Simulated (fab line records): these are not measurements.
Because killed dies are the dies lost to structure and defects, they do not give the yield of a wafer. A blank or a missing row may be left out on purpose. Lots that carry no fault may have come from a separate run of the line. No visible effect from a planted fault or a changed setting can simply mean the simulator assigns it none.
What tool caused it? + flow sky130 + 24 lots, 72 wafers sampled, at 5 steps of a route of 708

== WHAT THE GAUGES SHOWED, per wafer ==
SKY_LDD_P_CD_MEAS_07: the cd target is 380 nm.
| lot  | measured     | on       | cdNm (nm)         |
|------|--------------|----------|-------------------|
| L075 | day 18 17:56 | cdSem-02 | 375.9 378.9 380.4 |
| L074 | day 18 18:10 | cdSem-02 | 377.3 382.4 381.9 |
| L076 | day 19 11:25 | cdSem-01 | 382.5 380.3 380.5 |
| L077 | day 20 10:31 | cdSem-01 | 375.3 375.9 376.3 |
| L078 | day 20 17:51 | cdSem-01 | 382.9 381.3 381.0 |
| L080 | day 21 08:11 | cdSem-02 | 381.6 380.2 379.2 |
| L079 | day 21 09:47 | cdSem-01 | 383.2 383.0 380.3 |
| L081 | day 21 16:08 | cdSem-02 | 381.1 378.4 380.3 |
| L082 | day 21 22:03 | cdSem-02 | 378.8 380.4 380.0 |
| L083 | day 22 10:31 | cdSem-01 | 379.8 381.9 383.8 |
| L084 | day 23 00:13 | cdSem-02 | 381.5 383.0 382.4 |
| L085 | day 23 01:03 | cdSem-01 | 380.8 378.7 382.4 |
| L086 | day 23 15:00 | cdSem-01 | 378.5 378.2 376.8 |
| L087 | day 23 21:28 | cdSem-02 | 377.0 375.9 375.5 |
| L088 | day 24 05:01 | cdSem-02 | 384.1 383.2 383.8 |
| L089 | day 24 06:35 | cdSem-01 | 382.3 381.5 382.1 |
| L090 | day 24 17:33 | cdSem-02 | 381.2 379.2 381.4 |
| L091 | day 24 23:37 | cdSem-01 | 386.7 389.1 386.1 |
| L092 | day 25 15:10 | cdSem-01 | 381.4 380.0 383.9 |
| L093 | day 26 16:04 | cdSem-01 | 377.9 380.7 378.0 |
| L096 | day 27 01:45 | cdSem-02 | 378.5 378.2 377.7 |
| L095 | day 27 03:35 | cdSem-01 | 381.9 383.8 380.9 |
| L094 | day 27 03:46 | cdSem-01 | 381.9 380.8 383.1 |
| L097 | day 27 09:07 | cdSem-02 | 382.3 378.1 379.9 |

SKY_LI_CONTACT_BOW_MEAS_03.
| lot  | measured     | on           | LI_CONTACT_BOW (um) |
|------|--------------|--------------|---------------------|
| L075 | day 27 13:49 | filmMetro-02 | 62 65 54            |
| L074 | day 27 15:55 | filmMetro-03 | 49 55 53            |
| L076 | day 28 09:29 | filmMetro-01 | 54 61 59            |
| L077 | day 29 05:20 | filmMetro-02 | 58 59 59            |
| L078 | day 29 13:38 | filmMetro-03 | 61 59 58            |
| L080 | day 30 01:04 | filmMetro-02 | 60 60 56            |
| L079 | day 30 02:57 | filmMetro-01 | 46 61 45            |
| L081 | day 30 10:07 | filmMetro-03 | 44 53 51            |
| L082 | day 30 12:50 | filmMetro-03 | 60 54 57            |
| L083 | day 31 01:43 | filmMetro-01 | 56 47 58            |
| L084 | day 31 14:46 | filmMetro-03 | 45 64 59            |
| L085 | day 31 16:38 | filmMetro-02 | 47 44 71            |
| L086 | day 32 02:06 | filmMetro-01 | 48 49 55            |
| L087 | day 32 10:25 | filmMetro-02 | 58 56 50            |
| L088 | day 32 15:05 | filmMetro-03 | 48 49 51            |
| L089 | day 32 16:29 | filmMetro-03 | 49 54 57            |
| L090 | day 33 03:28 | filmMetro-03 | 55 68 48            |
| L091 | day 33 09:15 | filmMetro-03 | 51 38 54            |
| L092 | day 33 22:40 | filmMetro-02 | 49 60 52            |
| L093 | day 34 21:00 | filmMetro-02 | 61 60 73            |
| L096 | day 35 05:44 | filmMetro-01 | 53 54 59            |
| L095 | day 35 05:04 | filmMetro-01 | 60 48 40            |
| L094 | day 35 09:14 | filmMetro-02 | 55 48 52            |
| L097 | day 35 12:16 | filmMetro-01 | 56 60 63            |

SKY_VIA2_BOW_MEAS_03.
| lot  | measured     | on           | VIA2_BOW (um) |
|------|--------------|--------------|---------------|
| L075 | day 34 18:50 | filmMetro-01 | 98 100 88     |
| L074 | day 34 23:12 | filmMetro-01 | 78 84 82      |
| L076 | day 35 13:38 | filmMetro-01 | 87 93 90      |
| L077 | day 36 08:23 | filmMetro-03 | 86 88 90      |
| L078 | day 36 16:23 | filmMetro-03 | 91 90 87      |
| L080 | day 37 02:36 | filmMetro-04 | 89 91 85      |
| L079 | day 37 03:28 | filmMetro-04 | 81 98 82      |
| L081 | day 37 08:49 | filmMetro-04 | 72 81 78      |
| L082 | day 37 12:46 | filmMetro-04 | 94 89 91      |
| L083 | day 38 01:06 | filmMetro-04 | 86 77 88      |
| L084 | day 38 12:43 | filmMetro-03 | 74 91 88      |
| L085 | day 38 13:41 | filmMetro-01 | 80 75 102     |
| L086 | day 39 00:41 | filmMetro-04 | 79 80 86      |
| L087 | day 39 06:30 | filmMetro-03 | 90 87 83      |
| L088 | day 39 11:25 | filmMetro-03 | 80 80 82      |
| L089 | day 39 12:22 | filmMetro-01 | 79 81 86      |
| L090 | day 39 21:35 | filmMetro-04 | 84 98 79      |
| L091 | day 40 04:11 | filmMetro-01 | 82 68 85      |
| L092 | day 40 16:41 | filmMetro-04 | 80 93 83      |
| L093 | day 41 13:42 | filmMetro-01 | 91 91 107     |
| L096 | day 41 22:22 | filmMetro-01 | 80 83 88      |
| L095 | day 41 21:28 | filmMetro-01 | 86 74 65      |
| L094 | day 42 00:23 | filmMetro-04 | 87 78 83      |
| L097 | day 42 04:38 | filmMetro-04 | 86 89 92      |

== WHICH TOOL RAN EACH LOT (tool, then ch and the chambers of the sampled wafers, then the start) ==
| lot  | SKY_LOCAL_INTERCONNECT_METAL_ETCH_14 | SKY_METAL2_METAL_ETCH_19         |
|------|--------------------------------------|----------------------------------|
| L075 | rieMetal-01 ch 0,1, day 30 00:32     | rieMetal-01 ch 0, day 34 17:35   |
| L074 | rieMetal-04 ch 0,1, day 30 02:50     | rieMetal-03 ch 0,1, day 34 22:00 |
| L076 | rieMetal-02 ch 0, day 30 19:16       | rieMetal-04 ch 0, day 35 12:25   |
| L077 | rieMetal-02 ch 0,1, day 31 14:41     | rieMetal-03 ch 0,1, day 36 07:04 |
| L078 | rieMetal-04 ch 0,1, day 31 22:31     | rieMetal-03 ch 0,1, day 36 15:13 |
| L080 | rieMetal-02 ch 0,1, day 32 09:28     | rieMetal-03 ch 0,1, day 37 01:25 |
| L079 | rieMetal-02 ch 0,1, day 32 10:36     | rieMetal-01 ch 0,1, day 37 02:17 |
| L081 | rieMetal-01 ch 0,1, day 32 18:11     | rieMetal-01 ch 0,1, day 37 07:37 |
| L082 | rieMetal-04 ch 0,1, day 32 20:52     | rieMetal-04 ch 0,1, day 37 11:33 |
| L083 | rieMetal-02 ch 0,1, day 33 08:34     | rieMetal-03 ch 0,1, day 37 23:55 |
| L084 | rieMetal-01 ch 0, day 33 21:13       | rieMetal-04 ch 0,1, day 38 11:27 |
| L085 | rieMetal-04 ch 0,1, day 33 21:56     | rieMetal-03 ch 0,1, day 38 12:30 |
| L086 | rieMetal-02 ch 0,1, day 34 09:59     | rieMetal-01 ch 0,1, day 38 23:30 |
| L087 | rieMetal-04 ch 0,1, day 34 16:31     | rieMetal-01 ch 0,1, day 39 05:15 |
| L088 | rieMetal-01 ch 0,1, day 34 21:37     | rieMetal-04 ch 0,1, day 39 10:15 |
| L089 | rieMetal-02 ch 0, day 34 22:40       | rieMetal-03 ch 0,1, day 39 11:10 |
| L090 | rieMetal-04 ch 0,1, day 35 09:05     | rieMetal-04 ch 0,1, day 39 20:25 |
| L091 | rieMetal-04 ch 0,1, day 35 14:50     | rieMetal-01 ch 0,1, day 40 03:01 |
| L092 | rieMetal-02 ch 0,1, day 36 04:58     | rieMetal-01 ch 0,1, day 40 15:30 |
| L093 | rieMetal-02 ch 0,1, day 37 03:29     | rieMetal-03 ch 0,1, day 41 12:30 |
| L096 | rieMetal-02 ch 1, day 37 11:56       | rieMetal-01 ch 0,1, day 41 21:12 |
| L095 | rieMetal-02 ch 1, day 37 11:01       | rieMetal-04 ch 0,1, day 41 20:16 |
| L094 | rieMetal-04 ch 0,1, day 37 14:41     | rieMetal-01 ch 0,1, day 41 23:13 |
| L097 | rieMetal-04 ch 0,1, day 37 18:08     | rieMetal-04 ch 0,1, day 42 03:25 |
- SKY_LOCAL_INTERCONNECT_METAL_ETCH_14: etches TiN in Cl2/BCl3, stops on PSG, target depth 110 nm, time 31.4 s.
- SKY_METAL2_METAL_ETCH_19: etches the open film in Cl2/BCl3, stops on SiO2, target depth 360 nm, time 78 s.

== WHAT THE TOOLS THEMSELVES READ (means of the sampled wafers that have a number; where no wafer has one, the mark that the record gives instead) ==
SKY_LOCAL_INTERCONNECT_METAL_ETCH_14.
| lot  | tool        | drypumpMotorCurrentA (A) | mfcCl2Sccm (sccm) | oesProductAu (a.u.) | throttleValvePct (%) |
|------|-------------|--------------------------|-------------------|---------------------|----------------------|
| L075 | rieMetal-01 | 5.68                     | 60.02             | 0.944               | 21.907               |
| L074 | rieMetal-04 | 5.96                     | 59.96             | 0.945               | 21.899               |
| L076 | rieMetal-02 | 5.70                     | 60.09             | 0.954               | 21.898               |
| L077 | rieMetal-02 | 5.83                     | 59.62             | 0.938               | 21.910               |
| L078 | rieMetal-04 | 5.97                     | 59.77             | 0.943               | 21.905               |
| L080 | rieMetal-02 | 5.81                     | 60.04             | 0.944               | 21.904               |
| L079 | rieMetal-02 | 5.98                     | 60.20             | 0.941               | 21.901               |
| L081 | rieMetal-01 | 5.71                     | 60.00             | 0.947               | 21.898               |
| L082 | rieMetal-04 | 5.97                     | 59.83             | 0.946               | 21.898               |
| L083 | rieMetal-02 | 6.00                     | 60.03             | 0.943               | 21.912               |
| L084 | rieMetal-01 | 5.66                     | 60.23             | 0.945               | 21.903               |
| L085 | rieMetal-04 | 5.76                     | 60.02             | 0.939               | 21.895               |
| L086 | rieMetal-02 | 5.99                     | 59.98             | 0.938               | 21.890               |
| L087 | rieMetal-04 | 5.96                     | 60.00             | 0.955               | 21.893               |
| L088 | rieMetal-01 | 5.70                     | 59.98             | 0.946               | 21.899               |
| L089 | rieMetal-02 | 5.69                     | 60.11             | 0.934               | 21.905               |
| L090 | rieMetal-04 | 5.77                     | 59.97             | 0.946               | 21.892               |
| L091 | rieMetal-04 | 5.76                     | 59.78             | 0.952               | 21.894               |
| L092 | rieMetal-02 | 5.94                     | 59.94             | 0.945               | 21.905               |
| L093 | rieMetal-02 | 6.00                     | 59.93             | 0.960               | 21.886               |
| L096 | rieMetal-02 | 6.10                     | 60.04             | 0.946               | 21.908               |
| L095 | rieMetal-02 | 6.18                     | 59.86             | 0.953               | 21.886               |
| L094 | rieMetal-04 | 5.97                     | 59.98             | 0.937               | 21.897               |
| L097 | rieMetal-04 | 5.75                     | 60.02             | 0.937               | 21.898               |

SKY_METAL2_METAL_ETCH_19.
| lot  | tool        | drypumpMotorCurrentA (A) | mfcCl2Sccm (sccm) | oesProductAu (a.u.) | throttleValvePct (%) |
|------|-------------|--------------------------|-------------------|---------------------|----------------------|
| L075 | rieMetal-01 | 5.67                     | 59.88             | 0.860               | 22.264               |
| L074 | rieMetal-03 | 5.53                     | 59.88             | 0.847               | 22.264               |
| L076 | rieMetal-04 | 6.17                     | 60.07             | 0.859               | 22.264               |
| L077 | rieMetal-03 | 5.65                     | 59.85             | 0.851               | 22.260               |
| L078 | rieMetal-03 | 5.66                     | 59.95             | 0.854               | 22.265               |
| L080 | rieMetal-03 | 5.51                     | 60.02             | 0.849               | 22.272               |
| L079 | rieMetal-01 | 5.71                     | 59.90             | 0.851               | 22.260               |
| L081 | rieMetal-01 | 5.72                     | 59.82             | 0.850               | 22.258               |
| L082 | rieMetal-04 | 5.96                     | 60.04             | 0.856               | 22.260               |
| L083 | rieMetal-03 | 5.50                     | 59.88             | 0.856               | 22.258               |
| L084 | rieMetal-04 | 5.75                     | 60.03             | 0.851               | 22.271               |
| L085 | rieMetal-03 | 5.53                     | 59.92             | 0.851               | 22.269               |
| L086 | rieMetal-01 | 5.73                     | 60.03             | 0.854               | 22.261               |
| L087 | rieMetal-01 | 5.71                     | 60.07             | 0.860               | 22.261               |
| L088 | rieMetal-04 | 5.78                     | 60.05             | 0.855               | 22.257               |
| L089 | rieMetal-03 | 5.64                     | 59.87             | 0.858               | 22.264               |
| L090 | rieMetal-04 | 5.74                     | 59.92             | 0.858               | 22.270               |
| L091 | rieMetal-01 | 5.75                     | 59.96             | 0.852               | 22.267               |
| L092 | rieMetal-01 | 5.72                     | 59.88             | 0.853               | 22.258               |
| L093 | rieMetal-03 | 5.52                     | 60.04             | 0.859               | 22.271               |
| L096 | rieMetal-01 | 5.71                     | 59.90             | 0.848               | 22.256               |
| L095 | rieMetal-04 | 5.97                     | 60.15             | 0.846               | 22.268               |
| L094 | rieMetal-01 | 5.73                     | 60.07             | 0.851               | 22.261               |
| L097 | rieMetal-04 | 5.97                     | 59.98             | 0.854               | 22.268               |

== THE ANSWER, worked out from the rows above alone ==
Rule: usual is defined by the lots themselves. Put in order of their means at a reading, lots are off if they are a third of the lots or fewer, leave a main group of 4 or more, and stand apart from it by a gap of 3 or more times the standard deviation of the main group's means; of several such gaps the widest counts. A main group whose means are all the same, to the digits that the tables above print for the reading, isn't used. Also off: a lot with no number at a reading for which 4 or more lots have one. Where the step has rows for the other lots, those lots are counted as sound. First the gauges in route order, then the tools' own readings, where a lot's mean is used as printed above. The first step at which some lot is off is used, and at that step the reading that is off furthest; a lot without a number counts as furthest.
None of the lots is off at any reading shown; this tells nothing.

== WHAT HAD BEEN PUT IN BY THE SIMULATOR ==
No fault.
